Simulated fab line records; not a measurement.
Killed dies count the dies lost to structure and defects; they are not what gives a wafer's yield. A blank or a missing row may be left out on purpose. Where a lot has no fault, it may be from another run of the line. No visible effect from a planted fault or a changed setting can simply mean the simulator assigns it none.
Which of the tools did it? :: flow sky130 :: 10 lots with 30 wafers sampled at 3 steps, on a route of 708 steps

WHAT EACH GAUGE READ, for each wafer
SKY_RES_PROTECT_TW_MEAS_08.
lot: L269
measured: day 15 00:19
on: film-metro-04
POLY_GATE_TW: 4006 4004 4027

lot: L271
measured: day 15 20:46
on: film-metro-01
POLY_GATE_TW: 4011 4033 4014

lot: L273
measured: day 16 19:29
on: film-metro-01
POLY_GATE_TW: 4043 4042 4051

lot: L277
measured: day 18 01:08
on: film-metro-01
POLY_GATE_TW: 3856 3854 3857

lot: L279
measured: day 18 17:18
on: film-metro-04
POLY_GATE_TW: 3817 3832 3827

lot: L286
measured: day 21 17:01
on: film-metro-01
POLY_GATE_TW: 4031 4027 4048

lot: L287
measured: day 21 17:02
on: film-metro-04
POLY_GATE_TW: 4019 4034 4038

lot: L289
measured: day 22 07:05
on: film-metro-04
POLY_GATE_TW: 4000 3998 4001

lot: L290
measured: day 22 19:44
on: film-metro-01
POLY_GATE_TW: 4042 4033 4032

lot: L292
measured: day 23 01:56
on: film-metro-03
POLY_GATE_TW: 4027 4018 4021

EACH LOT AND THE TOOL THAT RAN IT (in order: tool; ch and the chambers of the sampled wafers; start)
lot: L269
SKY_POLY_GATE_IMPLANT_02: implanter-02 ch 0, day 15 00:05
SKY_RES_PROTECT_STRIP_07: plasma-asher-04 ch 0,1, day 15 00:13

lot: L271
SKY_POLY_GATE_IMPLANT_02: implanter-03 ch 0, day 15 20:34
SKY_RES_PROTECT_STRIP_07: plasma-asher-02 ch 0,1, day 15 20:40

lot: L273
SKY_POLY_GATE_IMPLANT_02: implanter-03 ch 0, day 16 19:14
SKY_RES_PROTECT_STRIP_07: plasma-asher-01 ch 0,1, day 16 19:23

lot: L277
SKY_POLY_GATE_IMPLANT_02: implanter-03 ch 0, day 18 00:53
SKY_RES_PROTECT_STRIP_07: plasma-asher-01 ch 0,1, day 18 01:02

lot: L279
SKY_POLY_GATE_IMPLANT_02: implanter-03 ch 0, day 18 17:04
SKY_RES_PROTECT_STRIP_07: plasma-asher-01 ch 0,1, day 18 17:11

lot: L286
SKY_POLY_GATE_IMPLANT_02: implanter-02 ch 0, day 21 16:46
SKY_RES_PROTECT_STRIP_07: plasma-asher-04 ch 0,1, day 21 16:55

lot: L287
SKY_POLY_GATE_IMPLANT_02: implanter-03 ch 0, day 21 16:47
SKY_RES_PROTECT_STRIP_07: plasma-asher-02 ch 0,1, day 21 16:56

lot: L289
SKY_POLY_GATE_IMPLANT_02: implanter-02 ch 0, day 22 06:50
SKY_RES_PROTECT_STRIP_07: plasma-asher-02 ch 0,1, day 22 06:59

lot: L290
SKY_POLY_GATE_IMPLANT_02: implanter-03 ch 0, day 22 19:29
SKY_RES_PROTECT_STRIP_07: plasma-asher-04 ch 0,1, day 22 19:38

lot: L292
SKY_POLY_GATE_IMPLANT_02: implanter-02 ch 0, day 23 01:42
SKY_RES_PROTECT_STRIP_07: plasma-asher-01 ch 0,1, day 23 01:49
- SKY_POLY_GATE_IMPLANT_02
- SKY_RES_PROTECT_STRIP_07: strips in O2/N2.

THE ANSWER, worked out from the rows above alone
Rule: usual is defined by the lots themselves. Put in order of their means at a reading, lots are off if they are a third of the lots or fewer, leave a main group of 4 or more, and stand apart from it by a gap of 3 or more times the standard deviation of the main group's means; of several such gaps the widest counts. A main group is skipped when, at the precision printed for the reading in the tables above, its means are all equal. A lot without any number at a reading at which 4 lots or more have one is off too. Where the step has rows for the other lots, those lots are counted as sound.
Off: at SKY_RES_PROTECT_TW_MEAS_08 (POLY_GATE_TW), L277, L279. The main group has a mean of 4025 with a standard deviation of 14.
If a tool, at a process step before that reading, ran all the lots that are off and no sound lot after the first of them, it fits. The gauges at SKY_RES_PROTECT_TW_MEAS_08 are tried like those tools. Not one of the candidates tried fits.

WHAT WAS PUT IN BY THE SIMULATOR
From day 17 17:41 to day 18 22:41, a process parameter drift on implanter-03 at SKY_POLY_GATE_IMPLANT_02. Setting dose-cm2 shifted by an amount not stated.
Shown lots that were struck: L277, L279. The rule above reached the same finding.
